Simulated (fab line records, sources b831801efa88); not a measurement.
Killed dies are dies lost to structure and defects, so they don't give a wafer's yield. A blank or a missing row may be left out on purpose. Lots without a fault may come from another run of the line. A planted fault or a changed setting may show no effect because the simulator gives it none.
Which tool did it? | flow sky130 | 6 lots, 18 wafers sampled, at 3 steps of a route of 708

WHAT THE GAUGES READ, wafer by wafer
SKY_VIA2_RS_MEAS_22: measures by four-point-probe.
lot  | measured     | on            | VIA2_W_RS (ohm/sq)
L900 | day 37 16:19 | film_metro-04 | 0.2755 0.2717 0.2686
L907 | day 39 15:40 | film_metro-04 | 0.2702 0.4075 0.4057
L908 | day 39 22:31 | film_metro-02 | 0.2725 0.2762 0.4136
L911 | day 41 01:13 | film_metro-04 | 0.2742 0.2735 0.2723
L917 | day 42 10:03 | film_metro-02 | 0.2740 0.2767 0.2775
L921 | day 43 11:25 | film_metro-01 | 0.2731 0.2709 0.2712

WHICH TOOL RAN EACH LOT (tool, then ch and the chambers of the sampled wafers, then the start)
lot  | SKY_VIA2_CMP_02               | SKY_VIA2_CVD_21
L900 | cmp-02 ch 1,2,3, day 36 12:56 | cvd_w-02 ch 0,1, day 37 16:11
L907 | cmp-02 ch 0,1,3, day 38 13:31 | cvd_w-02 ch 0,1, day 39 15:32
L908 | cmp-02 ch 0,1,3, day 38 20:19 | cvd_w-02 ch 0,1, day 39 22:23
L911 | cmp-01 ch 0,1,2, day 39 23:16 | cvd_w-01 ch 0, day 41 01:04
L917 | cmp-01 ch 0,1, day 41 09:57   | cvd_w-01 ch 0,1, day 42 09:54
L921 | cmp-02 ch 1,2,3, day 42 10:23 | cvd_w-01 ch 0,1, day 43 11:17
- SKY_VIA2_CMP_02: polishes SiO2.
- SKY_VIA2_CVD_21: deposits W, target thk 420 nm, time 126.4 s.

THE ANSWER, worked out from the rows above alone
Rule: what is usual is taken from the lots themselves. Put in order of their means at a reading, lots are off if they are a third of the lots or fewer, leave a main group of 4 or more, and stand apart from it by a gap of 3 or more times the standard deviation of the main group's means; of several such gaps the widest counts. A main group whose means are all the same, to the digits that the tables above print for the reading, isn't used. A lot without any number at a reading at which 4 lots or more have one is off too. The other lots that the step has rows for count as sound.
Off: L907, L908, at SKY_VIA2_RS_MEAS_22 (VIA2_W_RS). The main group: mean 0.2733 ohm/sq, standard deviation 0.0017.
A tool fits if, at a process step before that reading, it ran every lot that is off, and no sound lot after the first of them. The gauges at SKY_VIA2_RS_MEAS_22 are tried like those tools. One fits: cvd_w-02 at SKY_VIA2_CVD_21. Its last sound lot is L900 (day 37 16:11), its first lot that is off L907 (day 39 15:32): a fault that began between those two fits.

WHAT THE SIMULATOR HAD PUT IN
Site profile drift: cvd_w-02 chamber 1, from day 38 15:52 on, at SKY_VIA2_CVD_21. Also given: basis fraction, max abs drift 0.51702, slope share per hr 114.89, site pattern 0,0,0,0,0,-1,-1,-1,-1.
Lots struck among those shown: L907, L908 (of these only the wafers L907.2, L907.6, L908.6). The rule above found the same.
